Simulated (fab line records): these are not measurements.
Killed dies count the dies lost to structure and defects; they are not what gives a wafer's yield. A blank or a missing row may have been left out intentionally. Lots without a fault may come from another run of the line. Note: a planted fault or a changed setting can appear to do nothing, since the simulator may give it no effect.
A struck lot beside a sound one | flow sky130 | 16 out of 708 route steps
Sound: the wafers L271.2, L271.3, L271.4. Struck: wafer L286.5. (L286.2 of the same lot was not struck and is left out.) The cause comes at the end.
Per side, at each step with rows, come the tool, then ch with its chambers, and then its first start. Under that, the readings that differ: sound wafers | struck wafers | difference of the means | sigmas: that difference in standard deviations of wafers without a fault.
alike: words and numbers the same on both sides, and readings whose means are apart by under 2 such deviations; not compared: readings that were withheld, readings missing a value for some wafer, numbers with overlapping values and no deviation given by the record, and bounds like >300 which may hide the same value.
Wherever a step has rows on one side only, a row that says differs or no value, or a row with sigmas, the two part there. Numbers that don't overlap but have no deviation are shown without sigmas and don't part them. A reading that every wafer of one side lacks parts them only if that side has two wafers or more.

first, 8 steps without rows for these wafers: SKY_POLY_GATE_DEHYDRATE_05 (time 60 s); SKY_POLY_GATE_HMDS_06 (prime time 60 s); SKY_POLY_GATE_COAT_07 (resist thk 110 nm); SKY_POLY_GATE_COAT_08 (resist thk 450 nm); SKY_POLY_GATE_SOFTBAKE_09 (time 90 s); SKY_POLY_GATE_EXPOSE_10 (exposes mask P1M, target cd 150 nm); SKY_POLY_GATE_PEB_11; SKY_POLY_GATE_DEVELOP_12 (develop time 60 s).
SKY_POLY_GATE_CD_MEAS_13: the cd target is 150 nm.
  sound on cd-sem-02, day 18 14:35; struck on cd-sem-01, day 24 12:41
  alike: cd-nm
SKY_POLY_GATE_OVL_MEAS_14:
  sound on overlay-02, day 18 14:42; struck on overlay-01, day 24 12:48
  alike: POLY_GATE_OVL
SKY_POLY_GATE_ETCH_15: etches BARC in N2/H2, stops on SiO2, time 118.5 s, target depth 110 nm.
  sound on rie-diel-04 ch 1,3, day 18 14:44; struck on rie-diel-04 ch 1, day 24 12:50
  alike: chamber-pressure-mTorr, drypump-motor-current-A, oes-product-au, run-length-s, throttle-valve-pct
  not compared: rf-hours-counter-h
SKY_POLY_GATE_ETCH_16: etches Si3N4 in CH3F/O2, stops on poly-Si, time 147.5 s, target depth 75 nm.
  sound on rie-diel-04 ch 1,3, day 18 14:49; struck on rie-diel-04 ch 1, day 24 12:55
  alike: ch3f-flow-sccm, chamber-pressure-mTorr, drypump-motor-current-A, oes-product-au, run-length-s, throttle-valve-pct
  not compared: rf-hours-counter-h
SKY_POLY_GATE_ETCH_17: etches poly-Si in HBr/Cl2, stops on SiO2, target depth 180 nm, time 70.5 s.
  sound on rie-si-02 ch 1,2,3, day 18 14:55; struck on rie-si-02 ch 2, day 24 13:01
  reading                                          | sound             | struck | difference | sigmas
  oes-product-au (a.u.)                            | 0.991 0.989 0.992 | 0.860  | -0.131     | -18
  run-length-s (s)                                 | 99.2 98.7 98.2    | 113.8  | +15.1      | +33
  model.KrF-thick_of_POLY_GATE_COAT_08.thk-nm (nm) | 141.9 138 142.3   | 115.3  | -25.4      |
  model.SiO2_of_SONOS_ONO_CVD_04.thk-nm (nm)       | 4.097 4.064 4.133 | 3.544  | -0.554     |
  alike: chamber-pressure-mTorr, drypump-motor-current-A, throttle-valve-pct
  not compared: rf-hours-counter-h
SKY_POLY_GATE_STRIP_18: strips in O2/N2.
  sound on plasma-asher-03 ch 0,1, day 18 14:58; struck on plasma-asher-04 ch 1, day 24 13:04
  reading                      | sound             | struck | difference | sigmas
  strip-time-to-endpoint-s (s) | 3.172 3.135 3.190 | 2.893  | -0.273     | -10
  alike: chamber-pressure-mTorr, drypump-motor-current-A, oes-product-au
  not compared: rf-hours-counter-h
then, 1 step without rows for these wafers: SKY_POLY_GATE_CLEAN_19 (cleans in SC1/SC2, time 150 s).
-- the record jumps here: 26 days lie between the struck wafers' starts before and after (it left off in module POLY_GATE and takes up again in module PAD_OPEN, whose first step shown is number 708 of the route) --
SKY_PAD_OPEN_PROBE_99:
  sound on prober-01, day 47 06:56; struck on prober-01, day 50 18:53
  reading                         | sound          | struck | difference | sigmas
  killed-at-contacts              | 29 21 33       | 17     | -11        | -2
  killed-short                    | 48 35 46       | 30     | -13        | -2
  model.etest.tip-sonos.rs-ohm-sq | 2631 2608 2597 | 2490   | -122       |
  alike: killed_at_M0_to_M3, killed_at_M4_up, killed-at-front-end, killed-at-other, killed-dies, killed-open

== WHERE THEY PART ==
At SKY_POLY_GATE_ETCH_17 first; at SKY_PAD_OPEN_PROBE_99 last (within this record only).

WHY: the cause the simulator had injected
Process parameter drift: rie-si-02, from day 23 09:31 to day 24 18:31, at SKY_POLY_GATE_ETCH_17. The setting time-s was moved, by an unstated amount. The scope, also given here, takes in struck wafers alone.
